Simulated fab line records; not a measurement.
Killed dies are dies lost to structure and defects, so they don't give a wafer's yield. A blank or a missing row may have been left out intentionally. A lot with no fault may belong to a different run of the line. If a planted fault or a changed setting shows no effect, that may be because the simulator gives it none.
fab line records | flow sky130
[record] lots = 15 wafers = 45 lastDay = 50
route steps=708 shown VT_ADJUST_HVTP@91
lots that met no fault: from a run of the same line without faults
startH: start of the lot's first displayed wafer, in hours after the record's first day | waitH: how many hours have passed since the lot's step before this one | " as in the row above | L1.1+2: a single row standing in for several wafers | - no value, or no start was given | * or withheld: withheld | < > ~ a bound
route shown NAME@n: NAME is a module with steps in the file, n the number in the route of the first one | usual: the fault-free wafers' mean and standard deviation | same: alike in all rows | chamber/n: place in a boat | sites: readings site by site | _std_site: their standard deviation | _edge_site: the outer-site mean with the inner-site mean subtracted | radiusMm: for every site, how far away it sits from the centre of the wafer | mask NAME#n: copy n | behind: the tool/chamber that last shaped the wafer | hold: what put the lot on hold/how long, in hours/how the hold closed | device: which transistor (n, p or np) failed to switch | end of line: the route-end tests of the same wafers | a step with no rows: only its recipe | killed: dies that structure and defects cost at the first sort, which is not the same as the wafer's yield | map: per-die view of a wafer (x killed, . not killed, _ where there is no die)
set.NAME: setting as actually run; set.NAME@STEP: the setting as run at that earlier step | model.NAME: the simulator's own value behind a step, which no gauge read
steps of the route over a sample of lots; a table a step, a row a wafer
[[steps]]
[step SKY_VT_ADJUST_HVTP_DEVELOP_06]
[recipe] resist = NOVOLAK developer = TMAH developTimeS = 60 devTempC = 23
[usual] developerTempC = 22.99/0.11 exhaustPa = 44.8/0.9
// columns lot.wafer tool chamber startH waitH developerTempC exhaustPa
L912.4 lithoTrack-01 0 125.51 0.1 22.96 45.2
L912.5 " 0 " " 22.78 43.0
L912.6 " 0 " " 22.96 44.9
L917.2 lithoTrack-01 0 158.51 0.1 23.14 44.5
L917.4 " 0 " " 23.22 44.7
L917.6 " 0 " " 23.02 43.7
L919.4 lithoTrack-01 0 170.61 0.1 23.02 45.0
L919.5 " 0 " " 23.02 44.1
L919.6 " 0 " " 23.07 44.0
L918.1 lithoTrack-04 0 170.70 0.1 23.16 44.3
L918.5 " 0 " " 22.88 44.9
L918.6 " 0 " " 22.85 43.6
L920.2 lithoTrack-04 0 181.43 0.1 23.09 43.2
L920.3 " 0 " " 23.15 44.2
L920.6 " 0 " " 22.95 42.9
L922.1 lithoTrack-04 0 186.80 0.1 22.87 45.3
L922.3 " 0 " " 22.90 45.5
L922.5 " 0 " " 23.12 45.6
L923.2 lithoTrack-01 0 193.21 0.1 22.90 45.9
L923.3 " 0 " " 22.89 45.4
L923.5 " 0 " " 22.86 45.7
L924.1 lithoTrack-04 0 198.40 0.1 23.01 44.8
L924.2 " 0 " " 23.05 43.4
L924.6 " 0 " " 22.90 44.9
L925.2 lithoTrack-04 0 203.98 0.1 23.02 43.9
L925.4 " 0 " " 23.07 46.1
L925.5 " 0 " " 23.12 44.7
L926.1 lithoTrack-04 0 214.25 0.1 22.92 44.5
L926.3 " 0 " " 22.97 44.1
L926.5 " 0 " " 23.04 43.6
L927.3 lithoTrack-04 0 221.15 0.1 23.01 46.9
L927.4 " 0 " " 23.04 45.8
L927.6 " 0 " " 22.88 45.2
L931.1 lithoTrack-04 0 244.35 0.1 25.45 45.6
L931.4 " 0 " " 25.44 44.6
L931.6 " 0 " " 25.40 45.6
L930.3 lithoTrack-04 0 246.45 0.1 25.38 45.0
L930.4 " 0 " " 25.28 43.3
L930.5 " 0 " " 25.15 44.4
L932.2 lithoTrack-04 0 249.28 0.1 25.30 45.0
L932.3 " 0 " " 25.39 43.7
L932.4 " 0 " " 25.37 45.5
L935.1 lithoTrack-02 0 267.37 0.1 22.98 46.3
L935.2 " 0 " " 22.89 45.4
L935.4 " 0 " " 23.04 46.0
[step SKY_VT_ADJUST_HVTP_CD_MEAS_07]
[recipe] targetCdNm = 380
[usual] cdNm = 379.2/2.8
// columns lot.wafer tool chamber startH waitH cdNm
L912.4 cdSem-01 - 125.64 0.1 381.6
L912.5 " - " " 379.9
L912.6 " - " " 380.0
L917.2 cdSem-01 - 158.65 0.1 379.6
L917.4 " - " " 380.2
L917.6 " - " " 384.5
L919.4 cdSem-01 - 170.74 0.1 384.1
L919.5 " - " " 381.8
L919.6 " - " " 385.1
L918.1 cdSem-02 - 170.85 0.1 381.5
L918.5 " - " " 381.2
L918.6 " - " " 381.5
L920.2 cdSem-01 - 181.57 0.1 376.6
L920.3 " - " " 379.9
L920.6 " - " " 380.1
L922.1 cdSem-01 - 186.95 0.1 372.4
L922.3 " - " " 377.2
L922.5 " - " " 376.6
L923.2 cdSem-01 - 193.35 0.1 375.0
L923.3 " - " " 376.1
L923.5 " - " " 375.4
L924.1 cdSem-01 - 198.55 0.1 373.3
L924.2 " - " " 375.6
L924.6 " - " " 374.9
L925.2 cdSem-01 - 204.12 0.1 380.7
L925.4 " - " " 378.7
L925.5 " - " " 379.1
L926.1 cdSem-02 - 214.40 0.1 384.1
L926.3 " - " " 382.0
L926.5 " - " " 381.9
L927.3 cdSem-02 - 221.29 0.1 375.0
L927.4 " - " " 377.9
L927.6 " - " " 378.6
L931.1 cdSem-01 - 244.50 0.1 367.5
L931.4 " - " " 367.3
L931.6 " - " " 367.3
L930.3 cdSem-01 - 246.59 0.1 373.6
L930.4 " - " " 372.1
L930.5 " - " " 372.1
L932.2 cdSem-01 - 249.42 0.1 376.4
L932.3 " - " " 372.8
L932.4 " - " " 374.6
L935.1 cdSem-01 - 267.52 0.1 380.1
L935.2 " - " " 377.2
L935.4 " - " " 375.6
[[key]]
[firstSign] step = SKY_VT_ADJUST_HVTP_DEVELOP_06 reading = developerTempC direction = up sigmas = 22 usual = * struck = *
[effect] step = SKY_VT_ADJUST_HVTP_CD_MEAS_07 reading = cdNm direction = down sigmas = 2.8 usual = 379.2 struck = 371.5
metAt SKY_VT_ADJUST_HVTP_DEVELOP_06
struckLots L930,L931,L932
testerLeftOut L930,L931,L932
onsetBetween 221.15 244.35
[fault] kind = processParameterDrift tool = lithoTrack-04 chamber = - onsetH = 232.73 steps = SKY_VT_ADJUST_HVTP_DEVELOP_06 channel = devTempC offset = * shape = step endH = 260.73 actsIn = * stated = *
// testerLeftOut: of these lots the tester's yield and bins aren't shown, on N5 and GAA mostly nor the transistor test; their killed dies are dies lost to structure and defects alone, not to doping, threshold or leakage, so they don't give the yield
